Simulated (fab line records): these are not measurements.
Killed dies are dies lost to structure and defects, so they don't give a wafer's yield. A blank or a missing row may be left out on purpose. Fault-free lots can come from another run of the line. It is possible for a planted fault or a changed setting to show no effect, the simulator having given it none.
What tool caused it? / flow sky130 / 12 lots with 36 wafers sampled at 4 steps, on a route of 708 steps

## WHAT THE GAUGES SHOWED, per wafer
SKY_NWELL_OVL_MEAS_23.
lot=L410; measured=day 5 04:30; on=overlay-02; NWELL_01_OVL (nm)=1.6 0.7 -0.8
lot=L411; measured=day 5 15:47; on=overlay-02; NWELL_01_OVL (nm)=-1.9 0.1 -0.4
lot=L414; measured=day 6 09:36; on=overlay-01; NWELL_01_OVL (nm)=3.2 0.8 4.1
lot=L415; measured=day 6 16:06; on=overlay-02; NWELL_01_OVL (nm)=-1.0 -1.0 1.4
lot=L416; measured=day 6 21:52; on=overlay-02; NWELL_01_OVL (nm)=1.1 0.6 -0.2
lot=L419; measured=day 7 14:26; on=overlay-02; NWELL_01_OVL (nm)=2.8 2.1 0.2
lot=L421; measured=day 8 02:03; on=overlay-02; NWELL_01_OVL (nm)=1.1 0.4 -1.4
lot=L422; measured=day 8 06:54; on=overlay-01; NWELL_01_OVL (nm)=0.7 1.5 1.2
lot=L424; measured=day 8 18:03; on=overlay-01; NWELL_01_OVL (nm)=1.4 -0.3 1.0
lot=L428; measured=day 9 17:41; on=overlay-01; NWELL_01_OVL (nm)=1.2 3.5 1.6
lot=L431; measured=day 10 14:24; on=overlay-02; NWELL_01_OVL (nm)=0.4 1.2 -0.5
lot=L433; measured=day 11 14:29; on=overlay-01; NWELL_01_OVL (nm)=3.3 3.0 1.4

SKY_NWELL_TW_MEAS_26.
lot=L410; measured=day 5 04:47; on=film_metro-02; NWELL_2_TW=491 490 490
lot=L411; measured=day 5 16:05; on=film_metro-02; NWELL_2_TW=492 493 494
lot=L414; measured=day 6 09:53; on=film_metro-01; NWELL_2_TW=489 490 489
lot=L415; measured=day 6 16:23; on=film_metro-02; NWELL_2_TW=496 492 494
lot=L416; measured=day 6 22:09; on=film_metro-01; NWELL_2_TW=484 486 487
lot=L419; measured=day 7 14:43; on=film_metro-02; NWELL_2_TW=495 493 494
lot=L421; measured=day 8 02:20; on=film_metro-02; NWELL_2_TW=489 490 490
lot=L422; measured=day 8 07:11; on=film_metro-03; NWELL_2_TW=496 498 495
lot=L424; measured=day 8 18:20; on=film_metro-02; NWELL_2_TW=491 491 490
lot=L428; measured=day 9 17:58; on=film_metro-01; NWELL_2_TW=517 517 513 516 516 513
lot=L431; measured=day 10 14:41; on=film_metro-03; NWELL_2_TW=506 505 508 510 507 509
lot=L433; measured=day 11 14:46; on=film_metro-01; NWELL_2_TW=500 498 498

SKY_NWELL_RS_MEAS_31: a four-point-probe measurement.
lot=L410; measured=day 5 05:16; on=film_metro-01; PWDE_RS (ohm/sq)=5329 5332 5322
lot=L411; measured=day 5 16:32; on=film_metro-03; PWDE_RS (ohm/sq)=5390 5363 5369
lot=L414; measured=day 6 10:23; on=film_metro-02; PWDE_RS (ohm/sq)=5397 5377 5386
lot=L415; measured=day 6 16:52; on=film_metro-02; PWDE_RS (ohm/sq)=5356 5386 5361
lot=L416; measured=day 6 22:37; on=film_metro-01; PWDE_RS (ohm/sq)=5380 5359 5358
lot=L419; measured=day 7 15:16; on=film_metro-02; PWDE_RS (ohm/sq)=5375 5395 5383
lot=L421; measured=day 8 02:47; on=film_metro-02; PWDE_RS (ohm/sq)=5386 5376 5374
lot=L422; measured=day 8 07:40; on=film_metro-03; PWDE_RS (ohm/sq)=5359 5353 5342
lot=L424; measured=day 8 18:49; on=film_metro-01; PWDE_RS (ohm/sq)=5337 5344 5334
lot=L428; measured=day 9 22:47; on=film_metro-01; PWDE_RS (ohm/sq)=5361 5347 5361
lot=L431; measured=day 10 18:17; on=film_metro-01; PWDE_RS (ohm/sq)=5375 5374 5390
lot=L433; measured=day 11 15:16; on=film_metro-03; PWDE_RS (ohm/sq)=5388 5366 5368

## TOOL THAT RAN EACH LOT (tool first, then ch and the chambers of the sampled wafers, then the start)
lot=L410; SKY_NWELL_IMPLANT_24=implanter-04 ch 0, day 5 04:34
lot=L411; SKY_NWELL_IMPLANT_24=implanter-01 ch 0, day 5 15:51
lot=L414; SKY_NWELL_IMPLANT_24=implanter-01 ch 0, day 6 09:38
lot=L415; SKY_NWELL_IMPLANT_24=implanter-03 ch 0, day 6 16:10
lot=L416; SKY_NWELL_IMPLANT_24=implanter-04 ch 0, day 6 21:56
lot=L419; SKY_NWELL_IMPLANT_24=implanter-03 ch 0, day 7 14:28
lot=L421; SKY_NWELL_IMPLANT_24=implanter-03 ch 0, day 8 02:05
lot=L422; SKY_NWELL_IMPLANT_24=implanter-01 ch 0, day 8 06:58
lot=L424; SKY_NWELL_IMPLANT_24=implanter-03 ch 0, day 8 18:07
lot=L428; SKY_NWELL_IMPLANT_24=implanter-03 ch 0, day 9 17:43
lot=L431; SKY_NWELL_IMPLANT_24=implanter-03 ch 0, day 10 14:28
lot=L433; SKY_NWELL_IMPLANT_24=implanter-01 ch 0, day 11 14:31
- SKY_NWELL_IMPLANT_24

## WHAT THE TOOLS THEMSELVES READ (means of the sampled wafers that have a number; where no wafer has one, the mark that the record gives instead)
SKY_NWELL_IMPLANT_24.
lot=L410 tool=implanter-04 dose_ions_cm2=9.203e+12 faraday_current_uA=52.6
lot=L411 tool=implanter-01 dose_ions_cm2=9.199e+12 faraday_current_uA=51.5
lot=L414 tool=implanter-01 dose_ions_cm2=9.211e+12 faraday_current_uA=51.2
lot=L415 tool=implanter-03 dose_ions_cm2=9.207e+12 faraday_current_uA=51.8
lot=L416 tool=implanter-04 dose_ions_cm2=9.200e+12 faraday_current_uA=52.6
lot=L419 tool=implanter-03 dose_ions_cm2=9.199e+12 faraday_current_uA=52.0
lot=L421 tool=implanter-03 dose_ions_cm2=9.207e+12 faraday_current_uA=51.6
lot=L422 tool=implanter-01 dose_ions_cm2=9.194e+12 faraday_current_uA=50.8
lot=L424 tool=implanter-03 dose_ions_cm2=9.201e+12 faraday_current_uA=51.6
lot=L428 tool=implanter-03 dose_ions_cm2=1.018e+13 faraday_current_uA=58.0
lot=L431 tool=implanter-03 dose_ions_cm2=1.018e+13 faraday_current_uA=57.8
lot=L433 tool=implanter-01 dose_ions_cm2=9.202e+12 faraday_current_uA=50.5

## THE ANSWER, worked out from the rows above alone
Rule: the lots themselves supply what counts as usual. The widest of any qualifying gaps counts: lots, ordered by their means at a reading, are off when they make up no more than a third of the lots, leave a main group of 4 or more, and stand apart from it by 3 or more times the standard deviation of that group's means. A main group is skipped when, at the precision printed for the reading in the tables above, its means are all equal. Also off: a lot with no number at a reading for which 4 or more lots have one. Any other lot the step has rows for is counted as sound. Order of review: gauges by route order, followed by the tools' own readings, for which a lot's mean as printed above is used. The first step at which some lot is off is used, and at that step the reading that is off furthest; a lot without a number counts as furthest.
Off: L428, L431, at SKY_NWELL_IMPLANT_24 (dose_ions_cm2). Mean 9.202e+12 and standard deviation 4.7e+09 in the main group.
A tool fits if, at that step or a process step before it, it ran every lot that is off, and no sound lot after the first of them. One fits: SKY_NWELL_IMPLANT_24 on implanter-03. Its last sound lot is L424 (day 8 18:07), its first lot that is off L428 (day 9 17:43): a fault that began between those two fits.
The tool's own readings at SKY_NWELL_IMPLANT_24 bear it out: on the lots that are off they differ by more than 5 times the standard deviation of the sound lots' means. dose_ions_cm2 reads 1.018e+13 there against 9.202e+12 on the sound lots; faraday_current_uA reads 57.9 there against 51.6 on the sound lots.

## WHAT THE SIMULATOR PUT IN
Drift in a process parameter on implanter-03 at SKY_NWELL_IMPLANT_24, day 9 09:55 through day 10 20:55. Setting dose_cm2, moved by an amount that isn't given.
Struck lots among those shown: L428, L431. The rule above found the same.
